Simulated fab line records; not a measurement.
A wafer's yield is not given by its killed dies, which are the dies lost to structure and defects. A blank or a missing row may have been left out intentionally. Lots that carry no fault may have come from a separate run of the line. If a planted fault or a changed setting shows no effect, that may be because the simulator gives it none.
The tool behind it: which one? || flow gf180mcu || Sampling: 24 lots, 72 wafers, 2 of 602 route steps

WHAT EACH GAUGE READ, for each wafer
GF_STI_THK_MEAS_22. Usual: STI_OXIDATION_01_THK gives 14.90 nm (standard deviation 0.27).
{"lot": "L074", "measured": "day 2 04:40", "on": "filmMetro-04", "STI_OXIDATION_01_THK (nm)": "15.27 14.98 15.16", "flag": ""}
{"lot": "L075", "measured": "day 2 13:05", "on": "filmMetro-04", "STI_OXIDATION_01_THK (nm)": "15.05 15.31 15.10", "flag": ""}
{"lot": "L076", "measured": "day 2 16:50", "on": "filmMetro-01", "STI_OXIDATION_01_THK (nm)": "14.95 15.02 15.07", "flag": ""}
{"lot": "L077", "measured": "day 2 22:54", "on": "filmMetro-01", "STI_OXIDATION_01_THK (nm)": "14.73 14.66 14.82", "flag": ""}
{"lot": "L078", "measured": "day 3 04:16", "on": "filmMetro-01", "STI_OXIDATION_01_THK (nm)": "14.71 14.65 14.80", "flag": ""}
{"lot": "L079", "measured": "day 3 06:42", "on": "filmMetro-01", "STI_OXIDATION_01_THK (nm)": "14.61 14.40 14.40", "flag": ""}
{"lot": "L080", "measured": "day 3 15:25", "on": "filmMetro-04", "STI_OXIDATION_01_THK (nm)": "14.66 14.52 14.59", "flag": ""}
{"lot": "L081", "measured": "day 3 20:28", "on": "filmMetro-04", "STI_OXIDATION_01_THK (nm)": "14.63 14.67 14.89", "flag": ""}
{"lot": "L082", "measured": "day 3 21:35", "on": "filmMetro-02", "STI_OXIDATION_01_THK (nm)": "14.65 14.74 14.56", "flag": ""}
{"lot": "L083", "measured": "day 4 03:32", "on": "filmMetro-04", "STI_OXIDATION_01_THK (nm)": "14.49 14.54 14.50", "flag": ""}
{"lot": "L084", "measured": "day 4 07:16", "on": "filmMetro-04", "STI_OXIDATION_01_THK (nm)": "15.29 15.27 15.41", "flag": ""}
{"lot": "L085", "measured": "day 4 14:57", "on": "filmMetro-04", "STI_OXIDATION_01_THK (nm)": "14.68 14.70 14.59", "flag": ""}
{"lot": "L086", "measured": "day 4 16:39", "on": "filmMetro-04", "STI_OXIDATION_01_THK (nm)": "15.20 15.22 15.13", "flag": ""}
{"lot": "L087", "measured": "day 4 22:46", "on": "filmMetro-04", "STI_OXIDATION_01_THK (nm)": "14.67 14.85 14.71", "flag": ""}
{"lot": "L088", "measured": "day 5 02:58", "on": "filmMetro-02", "STI_OXIDATION_01_THK (nm)": "14.78 14.93 14.98", "flag": ""}
{"lot": "L089", "measured": "day 5 08:59", "on": "filmMetro-04", "STI_OXIDATION_01_THK (nm)": "14.85 14.91 14.92", "flag": ""}
{"lot": "L090", "measured": "day 5 14:51", "on": "filmMetro-02", "STI_OXIDATION_01_THK (nm)": "14.58 14.73 14.65", "flag": ""}
{"lot": "L091", "measured": "day 5 19:50", "on": "filmMetro-01", "STI_OXIDATION_01_THK (nm)": "15.11 15.34 14.90", "flag": ""}
{"lot": "L092", "measured": "day 5 23:37", "on": "filmMetro-02", "STI_OXIDATION_01_THK (nm)": "15.11 15.16 14.96", "flag": ""}
{"lot": "L093", "measured": "day 6 05:22", "on": "filmMetro-02", "STI_OXIDATION_01_THK (nm)": "14.88 14.95 14.94", "flag": ""}
{"lot": "L094", "measured": "day 6 10:46", "on": "filmMetro-04", "STI_OXIDATION_01_THK (nm)": "14.75 15.04 14.67", "flag": ""}
{"lot": "L095", "measured": "day 6 15:38", "on": "filmMetro-04", "STI_OXIDATION_01_THK (nm)": "14.86 14.88 14.85", "flag": ""}
{"lot": "L096", "measured": "day 6 20:44", "on": "filmMetro-04", "STI_OXIDATION_01_THK (nm)": "15.03 14.95 15.29", "flag": ""}
{"lot": "L097", "measured": "day 7 01:53", "on": "filmMetro-04", "STI_OXIDATION_01_THK (nm)": "15.36 15.48 15.23", "flag": ""}

GF_M2_OVL_MEAS_15. Usual: M2_OVL gives -1 nm (standard deviation 5.3).
{"lot": "L074", "measured": "day 19 11:44", "on": "overlay-02", "M2_OVL (nm)": "-1 1 -4", "flag": ""}
{"lot": "L075", "measured": "day 20 04:35", "on": "overlay-02", "M2_OVL (nm)": "4 -2 16", "flag": ""}
{"lot": "L076", "measured": "day 20 07:02", "on": "overlay-02", "M2_OVL (nm)": "-2 -1 -6", "flag": ""}
{"lot": "L077", "measured": "day 20 12:34", "on": "overlay-01", "M2_OVL (nm)": "5 -6 0", "flag": ""}
{"lot": "L078", "measured": "day 20 23:20", "on": "overlay-01", "M2_OVL (nm)": "-4 10 -2", "flag": ""}
{"lot": "L079", "measured": "day 21 07:22", "on": "overlay-02", "M2_OVL (nm)": "-2 -5 -11", "flag": ""}
{"lot": "L080", "measured": "day 21 23:47", "on": "overlay-01", "M2_OVL (nm)": "0 0 -2", "flag": ""}
{"lot": "L081", "measured": "day 22 11:40", "on": "overlay-02", "M2_OVL (nm)": "-13 -12 -6", "flag": ""}
{"lot": "L082", "measured": "day 22 13:40", "on": "overlay-01", "M2_OVL (nm)": "-1 -2 0", "flag": ""}
{"lot": "L083", "measured": "day 22 22:31", "on": "overlay-01", "M2_OVL (nm)": "0 -1 -4", "flag": ""}
{"lot": "L084", "measured": "day 22 22:10", "on": "overlay-01", "M2_OVL (nm)": "6 -6 1", "flag": ""}
{"lot": "L085", "measured": "day 23 11:57", "on": "overlay-02", "M2_OVL (nm)": "5 -5 5", "flag": ""}
{"lot": "L086", "measured": "day 23 16:31", "on": "overlay-02", "M2_OVL (nm)": "-2 -2 1", "flag": ""}
{"lot": "L087", "measured": "day 24 03:57", "on": "overlay-02", "M2_OVL (nm)": "4 -2 0", "flag": ""}
{"lot": "L088", "measured": "day 24 09:05", "on": "overlay-02", "M2_OVL (nm)": "11 3 8", "flag": ""}
{"lot": "L089", "measured": "day 24 14:37", "on": "overlay-01", "M2_OVL (nm)": "-4 -1 1", "flag": ""}
{"lot": "L090", "measured": "day 25 01:10", "on": "overlay-02", "M2_OVL (nm)": "3 -11 -4", "flag": ""}
{"lot": "L091", "measured": "day 25 09:52", "on": "overlay-02", "M2_OVL (nm)": "-5 -1 5", "flag": ""}
{"lot": "L092", "measured": "day 25 18:20", "on": "overlay-02", "M2_OVL (nm)": "4 3 7", "flag": ""}
{"lot": "L093", "measured": "day 26 01:43", "on": "overlay-02", "M2_OVL (nm)": "-5 -9 7", "flag": ""}
{"lot": "L094", "measured": "day 26 03:43", "on": "overlay-02", "M2_OVL (nm)": "-4 -2 1", "flag": ""}
{"lot": "L095", "measured": "day 26 11:16", "on": "overlay-01", "M2_OVL (nm)": "-3 -2 -8", "flag": ""}
{"lot": "L096", "measured": "day 26 16:32", "on": "overlay-02", "M2_OVL (nm)": "-3 0 0", "flag": ""}
{"lot": "L097", "measured": "day 26 22:47", "on": "overlay-01", "M2_OVL (nm)": "4 6 3", "flag": ""}

EACH LOT AND THE TOOL THAT RAN IT (in order: tool; ch and the chambers of the sampled wafers; start)
No process step before these readings appears in the record.

WHAT THE TOOLS THEMSELVES READ (means of the sampled wafers that have a number; where no wafer has one, the mark that the record gives instead)
The record holds no such reading with a usual standard deviation.

THE ANSWER, worked out from the rows above alone
Rule: take the mean of a lot's wafers that have a number; if it is more than 3 standard deviations from the usual mean, the lot is off. A lot without any number at a reading at which 4 lots or more have one is off too. Where the step has rows for the other lots, those lots are counted as sound. After the gauges, taken in route order, come the tools' own readings; for these a lot's mean is taken, as printed above. At the first step where some lot is off, the reading lying furthest off is the one used; lots without a number count as furthest.
No lot is off on any of the readings shown, so nothing can be concluded from this.

WHAT THE SIMULATOR PUT IN
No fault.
